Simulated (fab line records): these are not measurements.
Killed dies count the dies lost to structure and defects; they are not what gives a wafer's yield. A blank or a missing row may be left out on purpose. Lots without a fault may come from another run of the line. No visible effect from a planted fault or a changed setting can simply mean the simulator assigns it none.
The tool behind it: which one?    flow gf180mcu    Sampling: 11 lots, 33 wafers, 5 of 602 route steps

== WHAT THE GAUGES READ, wafer by wafer ==
GF_V4_OVL_MEAS_15. Usual: for V4_OVL the level is 5 nm and the standard deviation is 5.3.
lot   measured      on          V4_OVL (nm)  flag
L764  day 24 13:10  overlay-01  -2 -2 4      
L765  day 24 22:40  overlay-01  2 0 -4       
L767  day 25 20:38  overlay-02  13 3 1       
L770  day 27 09:08  overlay-02  0 0 1        
L771  day 27 10:10  overlay-01  14 16 3      
L772  day 27 11:26  overlay-02  5 18 10      
L774  day 28 07:10  overlay-02  2 0 5        
L777  day 28 19:44  overlay-01  8 5 12       
L780  day 29 19:51  overlay-02  6 2 0        
L782  day 30 08:10  overlay-02  10 4 16      
L787  day 31 11:51  overlay-02  6 7 1        

== EACH LOT AND THE TOOL THAT RAN IT (in order: tool; ch and the chambers of the sampled wafers; start) ==
lot   GF_M3_SPUTTER_00              GF_M3_SPUTTER_01              GF_M4_COAT_09                      GF_M4_STRIP_17
L764  pvd_sputter-04, day 20 09:36  pvd_sputter-04, day 20 09:42  litho_track-04 ch 0, day 23 00:29  plasma_asher-01 ch 0,1, day 23 12:25
L765  pvd_sputter-03, day 20 22:33  pvd_sputter-03, day 20 22:39  litho_track-03 ch 0, day 23 12:03  plasma_asher-01 ch 0,1, day 23 23:34
L767  pvd_sputter-04, day 21 21:36  pvd_sputter-04, day 21 21:48  litho_track-04 ch 0, day 24 10:16  plasma_asher-03 ch 0,1, day 24 21:53
L770  pvd_sputter-04, day 23 14:10  pvd_sputter-04, day 23 14:16  litho_track-03 ch 0, day 26 00:20  plasma_asher-03 ch 0,1, day 26 11:37
L771  pvd_sputter-04, day 23 16:21  pvd_sputter-04, day 23 16:27  litho_track-03 ch 0, day 26 01:14  plasma_asher-04 ch 0,1, day 26 12:02
L772  pvd_sputter-03, day 23 16:33  pvd_sputter-03, day 23 16:39  litho_track-03 ch 0, day 26 01:53  plasma_asher-01 ch 0,1, day 26 13:26
L774  pvd_sputter-04, day 24 16:26  pvd_sputter-04, day 24 16:32  litho_track-01 ch 0, day 26 23:55  plasma_asher-01 ch 0,1, day 27 10:41
L777  pvd_sputter-04, day 25 06:12  pvd_sputter-04, day 25 06:18  litho_track-03 ch 0, day 27 12:50  plasma_asher-03 ch 0,1, day 27 23:11
L780  pvd_sputter-03, day 26 08:09  pvd_sputter-03, day 26 08:15  litho_track-04 ch 0, day 28 14:02  plasma_asher-03 ch 0, day 28 23:29
L782  pvd_sputter-03, day 26 22:05  pvd_sputter-03, day 26 22:11  litho_track-04 ch 0, day 29 02:19  plasma_asher-04 ch 0,1, day 29 12:02
L787  pvd_sputter-01, day 28 03:59  pvd_sputter-01, day 28 04:05  litho_track-01 ch 0, day 30 06:26  plasma_asher-03 ch 0,1, day 30 16:10
- GF_M3_SPUTTER_00: material Ti, target thk 37.5 nm, time 150 s.
- GF_M3_SPUTTER_01: material TiN, target thk 30 nm, time 25 s.
- GF_M4_COAT_09: resist thk 1000 nm.
- GF_M4_STRIP_17: strips in O2/N2.

== WHAT THE TOOLS THEMSELVES READ (means of the sampled wafers that have a number; where no wafer has one, the mark that the record gives instead) ==
GF_M3_SPUTTER_00. Usual: cathode_dc_power_W 4000.0 W, standard deviation 0.72; chamber_pressure_pa 2.000 Pa, standard deviation 0.0037; throttle_valve_pct 30.1 %, standard deviation 0.66.
lot   tool            cathode_dc_power_W (W)  chamber_pressure_pa (Pa)  throttle_valve_pct (%)  flag
L764  pvd_sputter-04  4000.1                  2.002                     29.9                    
L765  pvd_sputter-03  3999.7                  1.999                     30.1                    
L767  pvd_sputter-04  4000.3                  2.000                     29.8                    
L770  pvd_sputter-04  4000.2                  1.998                     30.1                    
L771  pvd_sputter-04  4000.2                  2.001                     30.1                    
L772  pvd_sputter-03  4000.6                  2.002                     29.8                    
L774  pvd_sputter-04  3999.4                  1.997                     29.9                    
L777  pvd_sputter-04  3999.7                  2.000                     30.0                    
L780  pvd_sputter-03  4000.9                  2.002                     30.3                    
L782  pvd_sputter-03  3999.7                  1.999                     29.4                    
L787  pvd_sputter-01  3999.9                  2.000                     31.2                    

GF_M3_SPUTTER_01. Usual: cathode_dc_power_W 6500.0 W, standard deviation 1.1; chamber_pressure_pa 0.3998 Pa, standard deviation 0.00075; throttle_valve_pct 30.1 %, standard deviation 0.68.
lot   tool            cathode_dc_power_W (W)  chamber_pressure_pa (Pa)  throttle_valve_pct (%)  flag
L764  pvd_sputter-04  6499.3                  0.4003                    30.0                    
L765  pvd_sputter-03  6498.4                  0.4005                    30.0                    
L767  pvd_sputter-04  6499.3                  0.3988                    30.0                    
L770  pvd_sputter-04  6499.9                  0.4001                    30.0                    
L771  pvd_sputter-04  6500.9                  0.3996                    29.8                    
L772  pvd_sputter-03  6501.0                  0.3995                    29.6                    
L774  pvd_sputter-04  6500.9                  0.3999                    29.9                    
L777  pvd_sputter-04  6500.5                  0.3996                    29.8                    
L780  pvd_sputter-03  6501.0                  0.3996                    30.2                    
L782  pvd_sputter-03  6500.5                  0.3985                    29.3                    
L787  pvd_sputter-01  6500.5                  0.4001                    31.2                    

GF_M4_STRIP_17. Usual: drypump_motor_current_A 5.76 A, standard deviation 0.27; heater_power_w 335 W, standard deviation 40; oes_product_au 0.537 a.u., standard deviation 0.0049; strip_time_to_endpoint_s 7.39 s, standard deviation 0.046.
lot   tool             drypump_motor_current_A (A)  heater_power_w (W)  oes_product_au (a.u.)  strip_time_to_endpoint_s (s)  flag
L764  plasma_asher-01  5.59                         308                 0.534                  7.33                          
L765  plasma_asher-01  5.58                         311                 0.538                  7.43                          
L767  plasma_asher-03  5.82                         361                 0.537                  7.38                          
L770  plasma_asher-03  5.82                         358                 0.538                  7.37                          
L771  plasma_asher-04  5.64                         306                 0.537                  7.36                          
L772  plasma_asher-01  5.91                         345                 0.537                  7.38                          
L774  plasma_asher-01  5.58                         313                 0.533                  7.34                          
L777  plasma_asher-03  5.81                         359                 0.534                  7.34                          
L780  plasma_asher-03  5.85                         323                 0.534                  7.36                          
L782  plasma_asher-04  5.64                         318                 0.536                  7.43                          
L787  plasma_asher-03  5.82                         360                 0.539                  7.38                          

== THE ANSWER, worked out from the rows above alone ==
Rule: take the mean of a lot's wafers that have a number; if it is more than 3 standard deviations from the usual mean, the lot is off. A lot without any number at a reading at which 4 lots or more have one is off too. All remaining lots with rows at the step are treated as sound. After the gauges, taken in route order, come the tools' own readings; for these a lot's mean is taken, as printed above. At the first step where some lot is off, the reading lying furthest off is the one used; lots without a number count as furthest.
Across all readings shown, no lot is off: no conclusion can be drawn from this.

== WHAT THE SIMULATOR PUT IN ==
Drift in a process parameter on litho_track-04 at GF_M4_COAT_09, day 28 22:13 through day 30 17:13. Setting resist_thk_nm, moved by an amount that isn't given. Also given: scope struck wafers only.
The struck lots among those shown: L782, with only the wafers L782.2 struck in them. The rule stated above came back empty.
